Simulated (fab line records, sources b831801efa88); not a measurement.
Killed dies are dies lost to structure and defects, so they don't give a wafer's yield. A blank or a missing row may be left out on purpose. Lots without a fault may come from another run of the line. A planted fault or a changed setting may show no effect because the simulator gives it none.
fab line records | flow sky130
record lots=7 wafers=21 last_day=50
route steps=708 shown LDD_HVP@281 LDD_LDN@289 PAD_OPEN@708
lots that met no fault: from a run of the same line without faults
start_h: hours from the record's first day to the start of the lot's first wafer shown | wait_h: hours since the lot's step before | " the same as in the row above | L1.1+2: a row that stands for several wafers | - no value, or no start given | * or withheld: withheld | < > ~ a bound
route shown NAME@n: a module of which the file shows steps, and the number in the route of the first | usual: mean/standard deviation of fault-free wafers | same: alike in all rows | chamber/n: place in a boat | sites: the reading at each site | _std_site: their standard deviation | _edge_site: outer sites' mean less inner sites' | radius_mm: how far each site lies from the wafer's centre | mask NAME#n: copy n | behind: the tool/chamber that last shaped the wafer | hold: why the lot was held/for how many hours/how that ended | device: the transistor (n, p or np) that didn't switch | end of line: the same wafers' tests at the end of the route | a step without rows: its recipe alone | killed: dies lost to structure and defects at the first sort, not the wafer's yield | map: a wafer's dies, x killed, . not, _ none there
set.NAME: the setting as run; set.NAME@STEP: as run at that earlier step | model.NAME: the simulator's own value behind a step, which no gauge read
lots at some steps of the route; a table a step, a row a wafer
services: from which hour (start_h, from the record's first day; less than 0 if before it) a tool's chamber was out of use, for how many hours, and why
## steps
# step SKY_LDD_HVP_SOFTBAKE_03
# recipe temp_c=90 time_s=60 resist=NOVOLAK
# step SKY_LDD_HVP_EXPOSE_04
# recipe mask_id=HVPTM na=0.6 source_shape=conventional sigma_outer=0.6 polarization=unpolarized target_cd_nm=700 dose_mj=86
# step SKY_LDD_HVP_PEB_05
# recipe temp_c=withheld time_s=* resist=NOVOLAK
# step SKY_LDD_HVP_DEVELOP_06
# recipe resist=NOVOLAK developer=TMAH develop_time_s=58.02 dev_temp_c=23
# step SKY_LDD_HVP_OVL_MEAS_07
# usual LDD_HVP_OVL=-1.8/1.6
# columns lot.wafer tool chamber start_h wait_h LDD_HVP_OVL[nm]
L612.1 overlay-02 - 530.93 0.1 -4.3
L612.5 " - " " -3.3
L612.6 " - " " -3.6
L613.1 overlay-01 - 538.87 0.1 -1.2
L613.3 " - " " -2.2
L613.5 " - " " -2.5
L620.3 overlay-02 - 609.09 0.1 -3.6
L620.4 " - " " -4.3
L620.5 " - " " -3.5
L623.1 overlay-02 - 615.01 0.1 -1.5
L623.2 " - " " -2.9
L623.5 " - " " -2.5
L622.2 overlay-02 - 616.29 0.1 -1.3
L622.3 " - " " -2.3
L622.6 " - " " -2.1
L624.2 overlay-02 - 632.52 0.1 -1.7
L624.4 " - " " -1.7
L624.6 " - " " -1.3
L633.1 overlay-01 - 685.11 0.1 -0.2
L633.3 " - " " -1.1
L633.5 " - " " -0.1
# step SKY_LDD_HVP_IMPLANT_08
# recipe species=B energy_kev=20 dose_cm2=1.7e+13 tilt_deg=17.9
# step SKY_LDD_HVP_STRIP_09
# recipe chemistry=O2/N2 power_w=1400 pressure_mtorr=1500 platen_temp_c=withheld o2_flow_sccm=3000 n2_flow_sccm=300 overash_fraction=0.5
# usual drypump_motor_current_A=5.7/0.35 oes_product_au=0.408/0.004 strip_time_to_endpoint_s=4.127/0.015
# columns lot.wafer tool chamber start_h wait_h drypump_motor_current_A oes_product_au rf_hours_counter_h strip_time_to_endpoint_s
L612.1 plasma_asher-02 0 531.12 0.1 5.3 0.408 72 4.133
L612.5 " 0 " " 5.3 0.411 - 4.122
L612.6 " 1 " " 6.1 0.401 - 4.123
L613.1 plasma_asher-03 0 539.05 0.1 6.0 0.404 39 4.140
L613.3 " 0 " " 6.0 0.408 - 4.133
L613.5 " 0 " " 6.0 0.409 - 4.120
L620.3 plasma_asher-02 1 609.30 0.1 6.2 0.407 - 4.136
L620.4 " 0 " " 5.3 0.408 - 4.141
L620.5 " 1 " " 6.2 0.409 - 4.158
L623.1 plasma_asher-03 1 615.20 0.1 5.3 0.411 46 4.140
L623.2 " 0 " " 6.0 0.410 46 4.133
L623.5 " 0 " " 6.0 0.402 - 4.145
L622.2 plasma_asher-02 0 616.47 0.1 5.3 0.404 81 4.145
L622.3 " 1 " " 6.2 0.406 - 4.147
L622.6 " 1 " " 6.2 0.413 - 4.139
L624.2 plasma_asher-04 1 632.70 0.1 6.0 0.407 95 4.124
L624.4 " 0 " " 5.6 0.412 - 4.131
L624.6 " 0 " " 5.6 0.410 - 4.126
L633.1 plasma_asher-04 0 685.38 0.1 5.6 0.415 101 4.156
L633.3 " 1 " " 6.0 0.411 - 4.142
L633.5 " 1 " " 6.0 0.399 - 4.141
# step SKY_LDD_HVP_TW_MEAS_10
# usual LDD_HVP_TW=451/3.1
# columns lot.wafer tool chamber start_h wait_h LDD_HVP_TW
L612.1 film_metro-03 - 531.22 0.1 455
L612.5 " - " " 455
L612.6 " - " " 453
L613.1 film_metro-03 - 539.15 0.1 454
L613.3 " - " " 457
L613.5 " - " " 452
L620.3 film_metro-02 - 609.39 0.1 450
L620.4 " - " " 447
L620.5 " - " " 447
L623.1 film_metro-02 - 615.30 0.1 448
L623.2 " - " " 452
L623.5 " - " " 446
L622.2 film_metro-02 - 616.58 0.1 452
L622.3 " - " " 451
L622.6 " - " " 449
L624.2 film_metro-02 - 632.81 0.1 449
L624.4 " - " " 449
L624.6 " - " " 450
L633.1 film_metro-02 - 685.48 0.1 452
L633.3 " - " " 452
L633.5 " - " " 451
# step SKY_LDD_LDN_DEHYDRATE_00
# recipe temp_c=200 time_s=60
# step SKY_LDD_LDN_HMDS_01
# recipe prime_time_s=60 prime_temp_c=120
# step SKY_LDD_LDN_COAT_02
# recipe resist=NOVOLAK spin_rpm=3000 resist_thk_nm=1140
# step SKY_LDD_LDN_SOFTBAKE_03
# recipe temp_c=90 time_s=60 resist=NOVOLAK
# step SKY_LDD_LDN_EXPOSE_04
# recipe mask_id=LDNTM na=0.6 source_shape=conventional sigma_outer=0.6 polarization=unpolarized target_cd_nm=700 dose_mj=140
# usual exposure_dose_mJ_cm2=140.00/0.13
# same sigma_outer=0.6
# columns lot.wafer tool chamber start_h wait_h mask exposure_dose_mJ_cm2
L612.1 iline_stepper-02 0 546.36 - LDNTM#0 139.97
L612.5 " 0 " " LDNTM#0 140.07
L612.6 " 0 " " LDNTM#0 139.99
L613.1 iline_stepper-01 0 553.84 - LDNTM#0 139.93
L613.3 " 0 " " LDNTM#0 139.93
L613.5 " 0 " " LDNTM#0 140.08
L620.3 iline_stepper-01 0 623.15 - LDNTM#0 131.52
L620.4 " 0 " " LDNTM#0 131.66
L620.5 " 0 " " LDNTM#0 131.68
L623.1 iline_stepper-01 0 629.61 - LDNTM#0 131.75
L623.2 " 0 " " LDNTM#0 131.72
L623.5 " 0 " " LDNTM#0 131.79
L622.2 iline_stepper-01 0 631.05 - LDNTM#0 131.68
L622.3 " 0 " " LDNTM#0 131.80
L622.6 " 0 " " LDNTM#0 131.72
L624.2 iline_stepper-02 0 645.99 - LDNTM#0 140.22
L624.4 " 0 " " LDNTM#0 140.07
L624.6 " 0 " " LDNTM#0 139.90
L633.1 iline_stepper-02 0 699.79 - LDNTM#0 140.03
L633.3 " 0 " " LDNTM#0 140.02
L633.5 " 0 " " LDNTM#0 139.86
# step SKY_LDD_LDN_PEB_05
# recipe temp_c=withheld time_s=* resist=NOVOLAK
# step SKY_PAD_OPEN_PROBE_99
# usual killed_at_M0_to_M3=42/6.6 killed_at_M4_up=3.0/1.7 killed_at_contacts=24/5.3 killed_at_front_end=15/4.5 killed_at_other=0.2/0.49 killed_dies=83/9 killed_open=45/6.9 killed_short=38/5.8
# same gross_dies=492 killed_at_back_side=0
# columns lot.wafer tool chamber start_h wait_h killed_at_M0_to_M3 killed_at_M4_up killed_at_contacts killed_at_front_end killed_at_other killed_dies killed_open killed_short
L613.1 prober-02 - 1116.58 0.3 52 2 36 5 0 95 51 44
L613.3 prober-02 - 1116.68 0.3 45 3 24 19 0 91 47 44
L613.5 prober-02 - 1116.78 0.4 45 1 26 17 0 89 49 40
L624.2 prober-02 - 1171.13 0.1 39 6 27 20 0 92 42 50
L624.4 prober-02 - 1171.23 0.2 36 2 29 19 0 86 42 44
L624.6 prober-02 - 1171.33 0.2 35 3 23 23 0 84 46 38
# killed by level:class
L613.1 LI_CONTACT:geometric_particle:open=14 METAL1:geometric_particle:short=11 CONTACT:geometric_particle:open=10 METAL2:geometric_particle:short=7 VIA3:geometric_particle:open=7 METAL1:geometric_particle:open=5 VIA1:geometric_particle:short=5 VIA1:geometric_particle:open=5
L613.3 VIA1:geometric_particle:open=9 CONTACT:geometric_particle:open=8 VIA3:geometric_particle:open=8 METAL1:geometric_particle:short=7 FIELD_ISO:geometric_particle:short=5 POLY_GATE:geometric_particle:open=5 CONTACT:geometric_particle:short=5 VIA1:geometric_particle:short=5
L613.5 CONTACT:geometric_particle:open=9 METAL1:geometric_particle:short=9 VIA1:geometric_particle:open=8 LI_CONTACT:geometric_particle:open=7 METAL2:geometric_particle:short=7 VIA2:geometric_particle:open=7 LOCAL_INTERCONNECT:geometric_particle:short=6 FIELD_ISO:geometric_particle:open=4
L624.2 VIA2:geometric_particle:open=10 CONTACT:geometric_particle:open=8 CONTACT:geometric_particle:short=8 METAL1:geometric_particle:short=8 POLY_GATE:geometric_particle:short=6 LI_CONTACT:geometric_particle:open=6 VIA1:geometric_particle:open=6 LOCAL_INTERCONNECT:geometric_particle:short=5
L624.4 CONTACT:geometric_particle:open=10 VIA1:geometric_particle:open=9 LOCAL_INTERCONNECT:geometric_particle:short=7 FIELD_ISO:geometric_particle:short=6 LI_CONTACT:geometric_particle:open=5 METAL2:geometric_particle:short=5 CONTACT:geometric_particle:short=4 METAL1:geometric_particle:short=4
L624.6 VIA2:geometric_particle:open=10 FIELD_ISO:geometric_particle:short=7 LI_CONTACT:geometric_particle:open=7 VIA1:geometric_particle:open=7 CONTACT:geometric_particle:short=5 POLY_GATE:geometric_particle:short=4 SPACER:geometric_particle:short=4 LOCAL_INTERCONNECT:geometric_particle:short=4
## services
# columns tool chamber start_h hours kind
iline_stepper-01 - 523.42 1.5 repair
iline_stepper-02 - 530.75 1.7 pm
iline_stepper-01 - 587.19 2.1 pm
iline_stepper-01 - 589.28 - consumable_replace:lamp
iline_stepper-01 0 616.19 - calibration
plasma_asher-04 - 623.34 1.2 repair
plasma_asher-02 - 656.07 0.8 repair
iline_stepper-01 - 662.77 15.9 repair
## key
first_sign step=SKY_LDD_LDN_EXPOSE_04 reading=exposure_dose_mJ_cm2 direction=down sigmas=64 usual=* struck=*
effect none on later readings
met_at SKY_LDD_LDN_EXPOSE_04
struck_wafers L620.3,L620.4,L620.5,L622.2,L622.3,L622.6,L623.1,L623.2,L623.5
tester_left_out L620,L622,L623
onset_between 553.84 623.15
fault kind=process_parameter_drift tool=iline_stepper-01 chamber=- onset_h=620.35 steps=SKY_LDD_LDN_EXPOSE_04 channel=dose_mj offset=-8.282 shape=step acts_in=these_recipes_only stated=140
# tester_left_out: of these lots the tester's yield and bins aren't shown, on N5 and GAA mostly nor the transistor test; their killed dies are dies lost to structure and defects alone, not to doping, threshold or leakage, so they don't give the yield
